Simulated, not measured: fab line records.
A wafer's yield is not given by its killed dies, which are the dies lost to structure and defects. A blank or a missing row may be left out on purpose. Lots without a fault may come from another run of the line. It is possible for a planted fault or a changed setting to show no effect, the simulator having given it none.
Which tool did it? + flow gf180mcu + 21 wafers from 7 lots sampled at 4 of the route's 602 steps

== WHAT THE GAUGES READ, wafer by wafer ==
GF_LVPWELL_OVL_MEAS_07.
| lot  | measured    | on         | LVPWELL_OVL (nm) |
|------|-------------|------------|------------------|
| L667 | day 4 02:48 | overlay-01 | -1.6 -2.5 -2.0   |
| L671 | day 5 00:02 | overlay-01 | -2.5 -2.1 -3.1   |
| L673 | day 5 17:02 | overlay-02 | -2.5 -3.2 -3.0   |
| L678 | day 6 20:36 | overlay-02 | -2.4 -1.2 0.0    |
| L687 | day 8 22:02 | overlay-01 | -2.7 -4.1 -1.3   |
| L689 | day 9 06:46 | overlay-01 | -1.4 -3.1 -2.7   |

== TOOL THAT RAN EACH LOT (tool first, then ch and the chambers of the sampled wafers, then the start) ==
| lot  | GF_STI_ETCH_13                    | GF_STI_CMP_25                | GF_DNWELL_STRIP_08                  |
|------|-----------------------------------|------------------------------|-------------------------------------|
| L667 | rie diel-04 ch 0,1,2, day 2 07:20 | cmp-02 ch 0,1, day 2 09:47   | plasma asher-03 ch 0,1, day 3 00:56 |
| L671 | rie diel-04 ch 1,2,3, day 3 03:32 | cmp-02 ch 0,1,3, day 3 05:38 | plasma asher-01 ch 0,1, day 3 21:24 |
| L673 | rie diel-04 ch 1,2,3, day 3 14:36 | cmp-01 ch 0,2,3, day 3 20:31 | plasma asher-02 ch 0,1, day 4 12:44 |
| L678 | rie diel-03 ch 0,1, day 4 17:59   | cmp-02 ch 0,3, day 4 21:44   | plasma asher-02 ch 0,1, day 5 14:28 |
| L681 | rie diel-04 ch 0,1, day 5 07:29   | cmp-01 ch 0,1,2, day 5 09:31 | -                                   |
| L687 | rie diel-02 ch 0,1,3, day 6 13:52 | cmp-02 ch 1,2, day 6 16:53   | plasma asher-03 ch 0,1, day 7 13:30 |
| L689 | rie diel-03 ch 0,2, day 6 23:47   | cmp-01 ch 1,2, day 7 03:37   | plasma asher-02 ch 0, day 7 21:54   |
- GF_STI_ETCH_13: etches the open film in CHF3/O2, stops on Si, target depth 282.31 nm, time 112.9 s.
- GF_STI_CMP_25: polishes, stops on Si3N4, t overpolish 33 s, target thk 524.6 nm.
- GF_DNWELL_STRIP_08: strips in O2/N2.

== THE ANSWER, worked out from the rows above alone ==
Rule: what is usual is taken from the lots themselves. The widest of any qualifying gaps counts: lots, ordered by their means at a reading, are off when they make up no more than a third of the lots, leave a main group of 4 or more, and stand apart from it by 3 or more times the standard deviation of that group's means. A main group is skipped when, at the precision printed for the reading in the tables above, its means are all equal. Also off: a lot with no number at a reading for which 4 or more lots have one. The other lots that the step has rows for count as sound.
Across all readings shown, no lot is off: no conclusion can be drawn from this.

== WHAT WAS PUT IN BY THE SIMULATOR ==
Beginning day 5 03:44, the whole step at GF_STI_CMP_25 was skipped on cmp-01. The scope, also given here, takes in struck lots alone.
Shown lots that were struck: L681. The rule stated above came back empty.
